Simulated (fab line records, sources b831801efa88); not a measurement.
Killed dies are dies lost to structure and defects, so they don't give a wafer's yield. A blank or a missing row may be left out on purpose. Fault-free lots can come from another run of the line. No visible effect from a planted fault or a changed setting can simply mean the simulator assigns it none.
Chamber matching    flow sky130    3 sister chambers for SKY_CONTACT_CMP_04 on cmp-02
The step polishes SiO2. 6 wafers are shown with their chamber, then 7 later ones without.

== WAFERS WITH THEIR CHAMBER ==
wafer   chamber  motor-current-A (A)  time-to-endpoint-s (s)
L757.5  3        10.6                 82
L759.1  3        10.6                 89
L764.1  2        11.3                 85
L764.4  1        12.6                 83
L764.5  1        12.9                 86
L763.1  2        11.4                 86

== WAFERS WITHOUT THEIR CHAMBER ==
wafer   motor-current-A (A)  time-to-endpoint-s (s)
L763.4  12.8                 83
L763.5  12.1                 82
L768.1  11.6                 85
L768.4  12.6                 84
L768.5  11.8                 85
L772.2  12.9                 78
L772.5  10.2                 81

== WHICH CHAMBER EACH WENT THROUGH ==
wafer    from the rows above       in truth
L763.4   1                         1
L763.5   can't be placed: 1 or 2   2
L768.1   2                         2
L768.4   1                         1
L768.5   2                         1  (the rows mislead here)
L772.2   1                         1
L772.5   3                         3
Correctly placed: 5 of 7. From these rows, 1 cannot be placed; in 1 the true chamber is one of the candidates. Wrongly placed: 1.
How it was worked out, from the rows above alone: a wafer's distance from a chamber is the root of the sum, over the readings, of the square of ((its reading less the chamber's mean) divided by the reading's scatter). The wafer belongs to the nearest chamber; if the next one is less than 2 further off, it can't be placed. The mean given for a chamber averages the wafers shown for that chamber. The scatter: take each reading less its chamber's mean, square it, sum over the shown wafers, divide by the number of wafers less the number of chambers, and take the root.
